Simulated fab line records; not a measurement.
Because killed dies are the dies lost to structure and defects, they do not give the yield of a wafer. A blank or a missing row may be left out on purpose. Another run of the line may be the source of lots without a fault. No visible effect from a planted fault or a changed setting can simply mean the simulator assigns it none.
fab line records	flow sky130
record: lots: 6	wafers: 18	last_day: 50
route steps=708 shown POLY_GATE@222 PAD_OPEN@708
lots with no fault: from the same line, run without faults
start_h: start of the lot's first displayed wafer, in hours after the record's first day	wait_h: time in hours since the lot's previous step	" same as the row above	L1.1+2: several wafers, shown together as one row	- no value present, or no start provided	* or withheld: withheld	< > ~ a bound
route shown NAME@n: a module of which the file shows steps, and the number in the route of the first	usual: the fault-free wafers' mean and standard deviation	same: alike in all rows	chamber/n: place in a boat	sites: each site's reading	_std_site: the values' standard deviation	_edge_site: inner sites' mean taken away from outer sites' mean	radius_mm: how far each site lies from the wafer's centre	mask NAME#n: copy n	behind: the tool/chamber that last shaped the wafer	hold: reason for holding the lot/hours on hold/outcome of the hold	device: whichever transistor did not switch (one of n, p or np)	end of line: the same wafers' tests at the end of the route	for a step that has no rows: nothing shown but its recipe	killed: dies that structure and defects cost at the first sort, which is not the same as the wafer's yield	map: the dies of a wafer, with x for killed, . for not killed, _ for no die there
set.NAME: setting as actually run; set.NAME@STEP: the setting as run at that earlier step	model.NAME: the simulator's own value behind a step, which no gauge read
certain route steps with their lots: each step a table, each wafer a row
services: a tool's chamber out of use, with start hour (start_h, from the record's first day; less than 0 if before it), hours out, and reason
== steps ==
step: SKY_POLY_GATE_COAT_08
recipe: resist: KrF-thick	spin_rpm: 3000	resist_thk_nm: 450
step: SKY_POLY_GATE_SOFTBAKE_09
recipe: temp_c: 100	time_s: 90	resist: KrF-thick
step: SKY_POLY_GATE_EXPOSE_10
recipe: mask_id: P1M	na: 0.68	source_shape: conventional	sigma_outer: 0.6	target_cd_nm: 150	dose_mj: 28
step: SKY_POLY_GATE_PEB_11
recipe: peb_temp_c: withheld	peb_time_s: withheld	resist: KrF-thick
step: SKY_POLY_GATE_DEVELOP_12
recipe: develop_time_s: 60	resist: KrF-thick	dev_temp_c: 21
step: SKY_POLY_GATE_CD_MEAS_13
recipe: target_cd_nm: 150
usual: cd_nm: 149.8/1.6
lot.wafer	tool	chamber	start_h	wait_h	cd_nm
L241.4	cd_sem-01	-	392.14	-	148.5
L241.5	"	-	"	"	147.6
L241.6	"	-	"	"	149.8
L244.1	cd_sem-01	-	416.98	-	149.7
L244.5	"	-	"	"	149.3
L244.6	"	-	"	"	150.2
L245.2	cd_sem-01	-	430.55	-	147.9
L245.5	"	-	"	"	148.5
L245.6	"	-	"	"	147.9
L253.1	cd_sem-02	-	493.48	-	149.8
L253.3	"	-	"	"	148.9
L253.5	"	-	"	"	149.4
L260.2	cd_sem-02	-	554.91	-	150.9
L260.4	"	-	"	"	150.0
L260.6	"	-	"	"	151.5
L259.3	cd_sem-01	-	558.43	-	149.9
L259.5	"	-	"	"	149.9
L259.6	"	-	"	"	150.1
step: SKY_POLY_GATE_OVL_MEAS_14
usual: POLY_GATE_OVL: 4/5.6
lot.wafer	tool	chamber	start_h	wait_h	POLY_GATE_OVL[nm]
L241.4	overlay-01	-	392.22	0.1	18
L241.5	"	-	"	"	19
L241.6	"	-	"	"	18
L244.1	overlay-01	-	417.10	0.1	6
L244.5	"	-	"	"	-1
L244.6	"	-	"	"	2
L245.2	overlay-02	-	430.65	0.1	0
L245.5	"	-	"	"	-4
L245.6	"	-	"	"	0
L253.1	overlay-02	-	493.60	0.1	4
L253.3	"	-	"	"	12
L253.5	"	-	"	"	3
L260.2	overlay-02	-	555.02	0.1	2
L260.4	"	-	"	"	3
L260.6	"	-	"	"	-2
L259.3	overlay-01	-	558.52	0.1	11
L259.5	"	-	"	"	4
L259.6	"	-	"	"	9
step: SKY_POLY_GATE_ETCH_15
recipe: chemistry: N2/H2	target: BARC	ion_energy_ev: 200	source_w: 500	bias_w: 100	pressure_mtorr: 30	n2_flow_sccm: 100	h2_flow_sccm: 200	stop_on: SiO2	time_s: 118.5	target_depth_a: 1100
usual: drypump_motor_current_A: 5.7/0.52	oes_product_au: 0.716/0.0047	throttle_valve_pct: 13.213/0.0097
lot.wafer	tool	chamber	start_h	wait_h	drypump_motor_current_A	oes_product_au	rf_hours_counter_h	throttle_valve_pct
L241.4	rie_diel-04	2	392.24	0.0	5.0	0.720	52	13.215
L241.5	"	3	"	"	6.0	0.714	-	13.212
L241.6	"	0	"	"	5.5	0.715	-	13.206
L244.1	rie_diel-04	2	417.14	0.0	4.9	0.723	52	13.215
L244.5	"	2	"	"	5.0	0.711	-	13.218
L244.6	"	3	"	"	6.0	0.711	-	13.203
L245.2	rie_diel-04	3	430.68	0.0	6.0	0.711	35	13.220
L245.5	"	2	"	"	4.9	0.726	-	13.213
L245.6	"	3	"	"	6.0	0.722	-	13.224
L253.1	rie_diel-02	2	493.63	0.0	5.7	0.722	8	13.202
L253.3	"	3	"	"	6.0	0.719	7	13.223
L253.5	"	3	"	"	6.0	0.713	-	13.219
L260.2	rie_diel-02	1	555.05	0.0	6.0	0.722	16	13.201
L260.4	"	0	"	"	4.8	0.717	-	13.221
L260.6	"	2	"	"	5.7	0.713	-	13.214
L259.3	rie_diel-02	0	558.55	0.0	4.9	0.708	1	13.212
L259.5	"	1	"	"	5.9	0.712	-	13.230
L259.6	"	2	"	"	5.8	0.719	-	13.206
step: SKY_POLY_GATE_ETCH_16
recipe: stop_on: poly-Si	chemistry: CH3F/O2	target: Si3N4	source_w: 400	bias_w: 80	pressure_mtorr: 25	ch3f_flow_sccm: 40	O2_flow_sccm: 30	time_s: 147.5	target_depth_a: 750
usual: drypump_motor_current_A: 5.7/0.52	oes_product_au: 0.643/0.0051	throttle_valve_pct: 10.535/0.0087
lot.wafer	tool	chamber	start_h	wait_h	drypump_motor_current_A	oes_product_au	rf_hours_counter_h	throttle_valve_pct
L241.4	rie_diel-04	2	392.32	0.0	5.0	0.641	52	10.530
L241.5	"	3	"	"	6.0	0.637	-	10.535
L241.6	"	0	"	"	5.5	0.644	-	10.523
L244.1	rie_diel-04	2	417.22	0.0	5.0	0.638	53	10.532
L244.5	"	2	"	"	5.0	0.639	-	10.517
L244.6	"	3	"	"	6.0	0.649	-	10.535
L245.2	rie_diel-04	3	430.77	0.0	6.0	0.636	35	10.531
L245.5	"	2	"	"	5.0	0.641	-	10.534
L245.6	"	3	"	"	6.0	0.638	-	10.526
L253.1	rie_diel-02	2	493.72	0.0	5.7	0.644	8	10.536
L253.3	"	3	"	"	6.0	0.642	7	10.541
L253.5	"	3	"	"	6.0	0.639	-	10.524
L260.2	rie_diel-02	1	555.13	0.0	5.9	0.645	16	10.551
L260.4	"	0	"	"	4.8	0.650	-	10.549
L260.6	"	2	"	"	5.7	0.641	-	10.535
L259.3	rie_diel-02	0	558.63	0.0	4.8	0.640	1	10.531
L259.5	"	1	"	"	5.9	0.652	-	10.523
L259.6	"	2	"	"	5.7	0.646	-	10.531
step: SKY_POLY_GATE_ETCH_17
recipe: target_depth_nm: 180	stop_on: SiO2	over_etch_frac: 0.56667	chemistry: HBr/Cl2	target: poly-Si	icp_w: 400	bias_w: 100	pressure_mtorr: 10	HBr_flow_sccm: 150	Cl2_flow_sccm: 50	time_s: 70.5
usual: drypump_motor_current_A: 5.7/0.47	oes_product_au: 0.988/0.0075	throttle_valve_pct: 33.685/0.0087
lot.wafer	tool	chamber	start_h	wait_h	drypump_motor_current_A	oes_product_au	rf_hours_counter_h	throttle_valve_pct
L241.4	rie_si-02	1	392.42	0.0	5.6	0.979	41	33.687
L241.5	"	0	"	"	6.3	0.981	-	33.702
L241.6	"	3	"	"	5.2	0.999	-	33.673
L244.1	rie_si-02	1	417.32	0.0	5.6	0.975	41	33.672
L244.5	"	1	"	"	5.6	0.976	-	33.687
L244.6	"	2	"	"	5.6	0.971	-	33.699
L245.2	rie_si-02	3	430.87	0.0	5.2	0.999	3	33.686
L245.5	"	1	"	"	5.6	0.981	-	33.681
L245.6	"	0	"	"	6.4	0.987	-	33.684
L253.1	rie_si-01	1	493.82	0.0	5.3	0.991	31	33.680
L253.3	"	2	"	"	5.8	0.987	3	33.677
L253.5	"	0	"	"	6.3	0.990	-	33.677
L260.2	rie_si-01	0	555.23	0.0	6.3	0.995	8	33.692
L260.4	"	1	"	"	5.3	0.987	-	33.700
L260.6	"	0	"	"	6.3	0.999	-	33.689
L259.3	rie_si-02	2	558.73	0.0	5.5	0.987	2	33.690
L259.5	"	3	"	"	5.2	0.990	-	33.672
L259.6	"	0	"	"	6.3	0.987	-	33.678
step: SKY_POLY_GATE_STRIP_18
recipe: chemistry: O2/N2	power_w: 1400	pressure_mtorr: 1500	platen_temp_c: withheld	o2_flow_sccm: 3000	n2_flow_sccm: 300	overash_fraction: 0.5
usual: drypump_motor_current_A: 5.52/0.29	oes_product_au: 0.360/0.0047	strip_time_to_endpoint_s: 3.16/0.037
same: overash_fraction: 0.5
lot.wafer	tool	chamber	start_h	wait_h	drypump_motor_current_A	oes_product_au	rf_hours_counter_h	strip_time_to_endpoint_s
L241.4	plasma_asher-02	0	392.51	0.1	5.65	0.355	-	3.16
L241.5	"	1	"	"	5.63	0.354	-	3.15
L241.6	"	0	"	"	5.65	0.360	-	3.06
L244.1	plasma_asher-02	0	417.37	0.0	5.66	0.359	30	3.20
L244.5	"	0	"	"	5.65	0.358	-	3.19
L244.6	"	1	"	"	5.63	0.360	-	3.19
L245.2	plasma_asher-03	0	430.92	0.0	5.52	0.365	0	3.15
L245.5	"	0	"	"	5.52	0.366	-	3.16
L245.6	"	1	"	"	5.94	0.367	-	3.18
L253.1	plasma_asher-04	1	493.87	0.0	4.90	0.364	70	3.19
L253.3	"	1	"	"	4.91	0.353	-	3.16
L253.5	"	0	"	"	5.44	0.360	-	3.18
L260.2	plasma_asher-04	1	555.28	0.0	4.87	0.363	76	3.20
L260.4	"	0	"	"	5.43	0.367	-	3.16
L260.6	"	1	"	"	4.88	0.362	-	3.20
L259.3	plasma_asher-02	0	558.82	0.1	5.67	0.356	-	3.13
L259.5	"	1	"	"	5.61	0.352	-	3.14
L259.6	"	0	"	"	5.66	0.366	-	3.15
step: SKY_POLY_GATE_CLEAN_19
recipe: chemistry: SC1/SC2	mix: 1:4:20	temp_c: 70	time_s: 150	dry: n2_spin
step: SKY_POLY_GATE_OXIDATION_20
recipe: temp_c: 850	ambient: O2	stabilise_s: 600	purge_s: 300	target_thk_a: 40	ox_time_s: 899
usual: spike_tc_bottom_C: 866.4/2.6	spike_tc_centre_C: 850.3/1	spike_tc_lower_C: 850.9/0.99	spike_tc_top_C: 860.4/2.4	spike_tc_upper_C: 848.8/1.2	tube_center_temp_C: 850/0.075	tube_center_temp_C_max: 852.1/0.35	zone_power_upper_pct: 13.6/0.78
lot.wafer	tool	chamber	start_h	wait_h	spike_tc_bottom_C	spike_tc_centre_C	spike_tc_lower_C	spike_tc_top_C	spike_tc_upper_C	tube_center_temp_C	tube_center_temp_C_max	zone_power_upper_pct	model.SiO2_of_POLY_GATE_OXIDATION_20.thk_nm
L241.4	furnace-02	0	392.81	0.2	870.3	849.0	852.4	856.0	848.0	850.09	852.7	14.7	3.919
L241.5	"	0	"	"	869.8	849.0	852.2	858.5	845.5	849.93	852.0	15.3	3.904
L241.6	"	0	"	"	870.2	850.5	850.5	858.4	847.6	849.96	852.4	14.8	3.885
L244.1	furnace-01	0	417.96	0.4	866.3	851.3	851.4	862.1	848.4	849.87	851.6	13.3	3.979
L244.5	"	0	"	"	864.7	850.7	849.8	861.6	848.5	849.85	852.0	13.1	3.975
L244.6	"	0	"	"	865.1	848.6	850.3	863.0	849.8	849.93	852.3	13.3	3.952
L245.2	furnace-01	0	431.73	0.7	864.7	849.9	850.4	862.1	849.6	849.96	851.5	13.1	4
L245.5	"	0	"	"	863.8	850.5	851.2	861.1	848.3	850	852.4	13.2	4.059
L245.6	"	0	"	"	865.5	851.3	849.2	861.4	849.7	850.01	852.0	13.1	4.002
L253.1	furnace-02	0	495.07	1.0	870.0	849.8	850.6	858.0	847.9	849.95	851.7	14.7	4.01
L253.3	"	0	"	"	869.0	847.1	850.4	857.7	849.7	850.11	852.1	15.0	3.957
L253.5	"	0	"	"	869.1	850.8	850.5	858.1	848.2	849.85	851.9	15.0	4
L260.2	furnace-01	0	555.49	0.0	856.2	840.5	844.3	854.1	842.9	841.79	843.3	13.1	3.532
L260.4	"	0	"	"	857.7	842.8	841.4	853.2	841.2	841.98	844.5	13.1	3.579
L260.6	"	0	"	"	857.9	842.4	842.6	852.3	841.5	841.83	844.0	12.8	3.571
L259.3	furnace-01	0	558.93	0.0	857.3	842.3	843.6	854.4	840.6	841.89	844.2	13.0	3.592
L259.5	"	0	"	"	856.7	843.5	843.1	855.2	842.1	841.94	843.8	12.9	3.658
L259.6	"	0	"	"	855.9	843.5	843.6	853.6	840.7	842.02	844.4	12.8	3.656
step: SKY_POLY_GATE_THK_MEAS_21
recipe: reads: SiO2_of_POLY_GATE_OXIDATION_20
usual: POLY_GATE_OXIDATION_THK: 3.99/0.07
lot.wafer	tool	chamber	start_h	wait_h	POLY_GATE_OXIDATION_THK[nm]
L241.4	film_metro-03	-	394.09	0.0	3.87
L241.5	"	-	"	"	3.91
L241.6	"	-	"	"	3.95
L244.1	film_metro-02	-	419.21	0.0	4.05
L244.5	"	-	"	"	4.01
L244.6	"	-	"	"	3.95
L245.2	film_metro-01	-	432.99	0.0	4.05
L245.5	"	-	"	"	4.01
L245.6	"	-	"	"	4.02
L253.1	film_metro-03	-	496.32	0.0	3.98
L253.3	"	-	"	"	4.00
L253.5	"	-	"	"	3.98
L260.2	film_metro-01	-	556.75	0.0	3.54
L260.4	"	-	"	"	3.59
L260.6	"	-	"	"	3.52
L259.3	film_metro-02	-	560.20	0.0	3.57
L259.5	"	-	"	"	3.60
L259.6	"	-	"	"	3.63
step: SKY_POLY_GATE_CD_MEAS_22
usual: cd_nm: 148.9/2.7
lot.wafer	tool	chamber	start_h	wait_h	cd_nm
L241.4	cd_sem-01	-	394.20	0.1	151.7
L241.5	"	-	"	"	145.4
L241.6	"	-	"	"	148.1
L244.1	cd_sem-01	-	419.27	0.1	154.1
L244.5	"	-	"	"	153.4
L244.6	"	-	"	"	149.6
L245.2	cd_sem-02	-	433.07	0.1	149.3
L245.5	"	-	"	"	152.0
L245.6	"	-	"	"	146.2
L253.1	cd_sem-02	-	496.38	0.1	147.5
L253.3	"	-	"	"	149.1
L253.5	"	-	"	"	150.6
L260.2	cd_sem-01	-	556.83	0.1	149.5
L260.4	"	-	"	"	145.0
L260.6	"	-	"	"	151.2
L259.3	cd_sem-01	-	560.30	0.1	147.8
L259.5	"	-	"	"	149.4
L259.6	"	-	"	"	147.6
step: SKY_PAD_OPEN_PROBE_99
usual: killed_at_M0_to_M3: 44/7.2	killed_at_M4_up: 3.0/1.9	killed_at_contacts: 25/4.8	killed_at_front_end: 16/4.2	killed_at_other: 0.2/0.44	killed_dies: 88/9.3	killed_open: 48/7.1	killed_short: 40/6.5
same: gross_dies: 492	killed_at_back_side: 0
lot.wafer	tool	chamber	start_h	wait_h	killed_at_M0_to_M3	killed_at_M4_up	killed_at_contacts	killed_at_front_end	killed_at_other	killed_dies	killed_open	killed_short	model.etest.tip_sonos.rs_ohm_sq	model.etest.tip_n.rs_ohm_sq
L241.4	prober-01	-	1086.81	0.2	35	1	21	10	1	68	40	28	2726	440.1
L241.5	prober-01	-	1086.86	0.2	21	3	29	19	0	72	38	34	2658	438.6
L241.6	prober-01	-	1086.91	0.2	49	3	34	19	0	105	55	50	2638	437.5
L244.1	prober-02	-	1107.18	0.1	58	2	23	21	0	104	65	39	2714	442.8
L244.5	prober-02	-	1107.38	0.2	50	0	21	21	1	93	46	47	2677	438.7
L244.6	prober-02	-	1107.43	0.2	49	2	23	18	0	92	62	30	2715	438.2
L245.2	prober-01	-	1114.45	0.1	45	3	27	14	0	89	47	42	2625	433.5
L245.5	prober-01	-	1114.60	0.2	49	3	25	16	1	94	60	34	2713	431.9
L245.6	prober-01	-	1114.65	0.2	44	0	31	19	0	94	57	37	2654	434.8
L253.1	prober-01	-	1154.10	0.1	36	1	29	14	0	80	37	43	2680	441.3
L253.3	prober-01	-	1154.20	0.2	44	5	26	21	0	96	40	56	2704	443.4
L253.5	prober-01	-	1154.30	0.2	38	2	36	10	0	86	48	38	2658	445.1
L260.2	prober-01	-	1187.38	0.1	37	5	24	11	0	77	42	35	2557	436.7
L260.4	prober-01	-	1187.48	0.2	46	9	16	13	0	84	44	40	2522	439.4
L260.6	prober-01	-	1187.58	0.2	43	1	23	20	0	87	47	40	2513	433.2
L259.3	prober-02	-	1191.85	0.2	43	4	27	14	0	88	43	45	2557	435.6
L259.5	prober-02	-	1191.95	0.2	38	1	22	11	0	72	42	30	2556	438.6
L259.6	prober-02	-	1192.00	0.2	35	3	30	20	1	89	53	36	2505	434
killed by level:class
L241.4 CONTACT:geometric_particle:open=9 VIA1:geometric_particle:open=7 METAL2:geometric_particle:short=7 CONTACT:geometric_particle:short=6 VIA2:geometric_particle:open=6 VIA3:geometric_particle:open=4 POLY_GATE:geometric_particle:open=3 METAL1:geometric_particle:short=3
L241.5 CONTACT:geometric_particle:open=10 LI_CONTACT:geometric_particle:open=8 LOCAL_INTERCONNECT:geometric_particle:short=6 FIELD_ISO:geometric_particle:short=5 POLY_GATE:geometric_particle:short=5 POLY_CUT:geometric_particle:open=4 METAL2:geometric_particle:short=4 FIELD_ISO:geometric_particle:open=3
L241.6 CONTACT:geometric_particle:open=11 VIA1:geometric_particle:open=10 CONTACT:geometric_particle:short=9 METAL2:geometric_particle:short=8 LI_CONTACT:geometric_particle:open=6 VIA3:geometric_particle:open=6 VIA2:geometric_particle:short=5 VIA2:geometric_particle:open=5
L244.1 VIA1:geometric_particle:open=19 LI_CONTACT:geometric_particle:open=9 CONTACT:geometric_particle:open=7 VIA2:geometric_particle:short=7 VIA3:geometric_particle:open=7 FIELD_ISO:geometric_particle:open=6 METAL1:geometric_particle:short=6 VIA2:geometric_particle:open=6
L244.5 VIA1:geometric_particle:open=12 VIA2:geometric_particle:open=8 CONTACT:geometric_particle:open=7 LI_CONTACT:geometric_particle:open=6 VIA1:geometric_particle:short=6 VIA3:geometric_particle:short=6 FIELD_ISO:geometric_particle:short=5 POLY_GATE:geometric_particle:short=5
L244.6 VIA1:geometric_particle:open=12 CONTACT:geometric_particle:open=12 VIA2:geometric_particle:open=11 POLY_GATE:geometric_particle:short=7 VIA3:geometric_particle:open=7 POLY_GATE:geometric_particle:open=6 LI_CONTACT:geometric_particle:open=5 VIA2:geometric_particle:short=4
L245.2 VIA2:geometric_particle:open=10 CONTACT:geometric_particle:open=10 VIA1:geometric_particle:open=8 LI_CONTACT:geometric_particle:open=7 METAL2:geometric_particle:short=7 CONTACT:geometric_particle:short=6 VIA1:geometric_particle:short=5 VIA3:geometric_particle:open=5
L245.5 VIA1:geometric_particle:open=14 VIA3:geometric_particle:open=12 VIA2:geometric_particle:open=8 CONTACT:geometric_particle:open=7 LI_CONTACT:geometric_particle:open=7 FIELD_ISO:geometric_particle:open=4 LI_CONTACT:geometric_particle:short=4 CONTACT:geometric_particle:short=4
L245.6 VIA3:geometric_particle:open=11 CONTACT:geometric_particle:open=9 VIA2:geometric_particle:open=9 LI_CONTACT:geometric_particle:open=8 VIA1:geometric_particle:open=7 FIELD_ISO:geometric_particle:short=6 LI_CONTACT:geometric_particle:short=5 LOCAL_INTERCONNECT:geometric_particle:short=4
L253.1 LI_CONTACT:geometric_particle:short=7 LI_CONTACT:geometric_particle:open=7 CONTACT:geometric_particle:open=6 VIA1:geometric_particle:short=6 FIELD_ISO:geometric_particle:short=5 CONTACT:geometric_particle:short=5 VIA2:geometric_particle:open=5 VIA3:geometric_particle:open=5
L253.3 FIELD_ISO:geometric_particle:short=9 VIA1:geometric_particle:short=8 CONTACT:geometric_particle:open=7 METAL1:geometric_particle:short=7 VIA1:geometric_particle:open=7 LI_CONTACT:geometric_particle:open=6 LOCAL_INTERCONNECT:geometric_particle:short=6 VIA3:geometric_particle:open=6
L253.5 LOCAL_INTERCONNECT:geometric_particle:short=11 VIA1:geometric_particle:open=10 LI_CONTACT:geometric_particle:open=9 CONTACT:geometric_particle:open=8 METAL1:geometric_particle:short=7 POLY_GATE:geometric_particle:open=6 CONTACT:geometric_particle:short=6 VIA3:geometric_particle:open=6
L260.2 CONTACT:geometric_particle:open=11 VIA1:geometric_particle:open=8 VIA2:geometric_particle:open=6 METAL2:geometric_particle:short=6 METAL3:geometric_particle:short=6 LI_CONTACT:geometric_particle:open=4 LOCAL_INTERCONNECT:geometric_particle:short=4 METAL1:geometric_particle:short=4
L260.4 VIA1:geometric_particle:open=12 VIA1:geometric_particle:short=9 VIA2:geometric_particle:open=7 METAL4:geometric_particle:short=7 FIELD_ISO:geometric_particle:open=5 CONTACT:geometric_particle:short=5 METAL1:geometric_particle:short=4 CONTACT:geometric_particle:open=4
L260.6 METAL2:geometric_particle:short=10 FIELD_ISO:geometric_particle:open=9 LI_CONTACT:geometric_particle:open=8 CONTACT:geometric_particle:open=8 VIA3:geometric_particle:open=7 FIELD_ISO:geometric_particle:short=6 METAL1:geometric_particle:short=6 VIA2:geometric_particle:open=4
L259.3 CONTACT:geometric_particle:open=9 METAL1:geometric_particle:short=9 CONTACT:geometric_particle:short=8 VIA1:geometric_particle:open=7 VIA2:geometric_particle:open=7 METAL2:geometric_particle:short=6 FIELD_ISO:geometric_particle:short=5 VIA1:geometric_particle:short=5
L259.5 VIA1:geometric_particle:open=9 CONTACT:geometric_particle:open=7 VIA2:geometric_particle:open=6 LI_CONTACT:geometric_particle:open=4 LI_CONTACT:geometric_particle:short=4 VIA3:geometric_particle:open=4 CONTACT:geometric_particle:short=4 METAL1:geometric_particle:short=4
L259.6 CONTACT:geometric_particle:open=11 VIA3:geometric_particle:open=9 FIELD_ISO:geometric_particle:open=6 VIA2:geometric_particle:open=6 LI_CONTACT:geometric_particle:open=6 CONTACT:geometric_particle:short=6 VIA1:geometric_particle:open=6 FIELD_ISO:geometric_particle:short=5
== services ==
tool	chamber	start_h	hours	kind
plasma_asher-02	-	376.84	2.1	repair
rie_diel-02	0	405.02	3.5	repair
rie_diel-02	2	414.64	3.4	repair
plasma_asher-03	-	421.25	9.0	pm
rie_diel-02	-	423.66	14.6	pm
plasma_asher-03	-	427.01	0.8	repair
rie_si-01	1	430.76	2.2	repair
plasma_asher-03	-	453.94	3.0	repair
furnace-02	-	460.98	2.9	pm
rie_diel-02	0	480.24	-	clean
rie_diel-02	0	480.24	21.4	scheduled_down
rie_diel-02	0	480.24	21.4	vent_cycle
furnace-02	-	488.37	3.1	pm
rie_si-02	-	503.82	2.8	pm
rie_diel-02	0	511.01	5.3	repair
rie_diel-02	-	515.39	0.9	repair
rie_diel-04	1	530.64	-	clean
rie_diel-04	1	530.64	20.6	scheduled_down
rie_diel-04	1	530.64	20.6	vent_cycle
plasma_asher-04	-	534.79	4.5	repair
rie_diel-02	3	546.28	8.9	repair
rie_si-01	2	550.51	8.5	repair
rie_si-02	1	554.91	4.1	repair
plasma_asher-03	-	555.32	2.6	repair
== key ==
first_sign: step: SKY_POLY_GATE_OXIDATION_20	reading: tube_center_temp_C	direction: down	sigmas: 95	usual: *	struck: *
effect: step: SKY_POLY_GATE_OXIDATION_20	reading: tube_center_temp_C_max	direction: down	sigmas: 23	usual: *	struck: *
effect: step: SKY_POLY_GATE_THK_MEAS_21	reading: POLY_GATE_OXIDATION_THK	direction: down	sigmas: 6	usual: 3.99	struck: 3.57
model_effect: step: SKY_POLY_GATE_OXIDATION_20	value: SiO2_of_POLY_GATE_OXIDATION_20.thk_nm	without: 3.995	struck: 3.598
model_effect: step: SKY_PAD_OPEN_PROBE_99	value: etest.tip_sonos.rs_ohm_sq	without: 2594	struck: 2535
met_at SKY_POLY_GATE_OXIDATION_20
struck_wafers L259.3,L259.5,L259.6,L260.2,L260.4,L260.6
tester_left_out L259,L260
onset_between 431.73 555.49
fault: kind: process_parameter_drift	tool: furnace-01	chamber: -	onset_h: 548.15	steps: SKY_POLY_GATE_OXIDATION_20	channel: temp_c	offset: *	shape: step	end_h: 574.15	acts_in: *	stated: *
tester_left_out: of these lots the tester's yield and bins aren't shown, on N5 and GAA mostly nor the transistor test; their killed dies are dies lost to structure and defects alone, not to doping, threshold or leakage, so they don't give the yield
